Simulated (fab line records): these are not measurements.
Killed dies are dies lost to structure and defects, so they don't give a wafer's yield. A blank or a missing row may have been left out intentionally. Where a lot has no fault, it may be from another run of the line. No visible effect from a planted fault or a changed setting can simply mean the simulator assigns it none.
Code-filled problem report in 8D (eight disciplines) form + flow sky130 + the parts of the form that need people (team, actions taken, sign-off) are left out

## 1. PROBLEM STATEMENT
killed_at_front_end at SKY_PAD_OPEN_PROBE_99 reads a mean of 64 on 2 wafers of 2 lots; wafers without a fault read 15 with a standard deviation of 4.1. That is +12 standard deviations from the usual mean.
Seen first at day 50 00:09 on prober-01, wafer L837.6. Wafers with a number at this step in the record: 9, from 3 lots. Rule for "out" (also "out of limits"): further than 4 standard deviations from the usual mean. The other wafers with a number count as sound.

## 2. WHAT THIS IS AND IS NOT
| question                    | is                   | is not                                                                                 |
|-----------------------------|----------------------|----------------------------------------------------------------------------------------|
| which readings at this step | killed_at_front_end  | killed_at_M0_to_M3, killed_at_M4_up, killed_at_contacts, killed_at_other, killed_short |
| which lots                  | L837, L839           | L836                                                                                   |
| which wafers of those lots  | L837.6, L839.1       | L837.2, L837.3, L839.2, L839.4                                                         |
| read on which tools         | prober-01, prober-02 | -                                                                                      |
| when                        | from day 50 00:09    | up to then (5 sound wafers); but 2 sound wafers of L839 came after                     |

## 3. WHAT RULES OUT EACH SUSPECT
Counting: any tool at a process step up to the reading remains a suspect provided it ran every lot that is out. Sound lots after the first of them don't rule it out here, since some wafers of a struck lot are sound.
- plasma_asher-03 at SKY_PWDE_STRIP_09 (strips in O2/N2): kept. Ran every lot that is out, first one L837 (day 8 00:13); last sound lot up to then L836 (day 7 15:35).
- The sound lot-mates ran in chamber 1 of plasma_asher-03 at SKY_PWDE_STRIP_09, but the wafers that are out ran in chamber 0.
The count leaves plasma_asher-03 at SKY_PWDE_STRIP_09.

## 4. THE CAUSE (what the simulator had put in)
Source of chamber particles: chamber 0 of plasma_asher-03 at SKY_PWDE_STRIP_09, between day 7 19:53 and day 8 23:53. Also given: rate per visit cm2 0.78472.
Counting left only this tool.

## 5. THE CHAIN OF EFFECTS, in route order
Each row: a reading where the mean over the struck wafers with a number is more than 3 standard deviations away from the usual. Scope: only readings with a usual standard deviation given in the record; hours: median across lots of the time from each lot's start at the first step in this table that gives one to its start at this step; sigmas: change in usual standard deviations.
| hours | step                  | reading             | usual | on struck wafers | change | sigmas |
|-------|-----------------------|---------------------|-------|------------------|--------|--------|
| 0     | SKY_PAD_OPEN_PROBE_99 | killed_at_front_end | 15    | 64               | +50    | +12    |
| 0     | SKY_PAD_OPEN_PROBE_99 | killed_dies         | 88    | 124              | +36    | +3.9   |
The process steps in it:
- SKY_PAD_OPEN_PROBE_99

## 6. WHAT WOULD HAVE CAUGHT IT SOONER
First out-of-limits reading in this record: day 50 00:09, which is 1012 hours after fault onset at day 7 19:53.
Tool readings at SKY_PWDE_STRIP_09 with a usual standard deviation given in the record: none out on any struck wafer, hence no alarm at a limit of 4 standard deviations on them.
The start of SKY_PWDE_STRIP_09 on plasma_asher-03 came by day 50 00:09 for every one of the lots that are out (2). Had the tool been put on hold then, not one of them would have been saved.
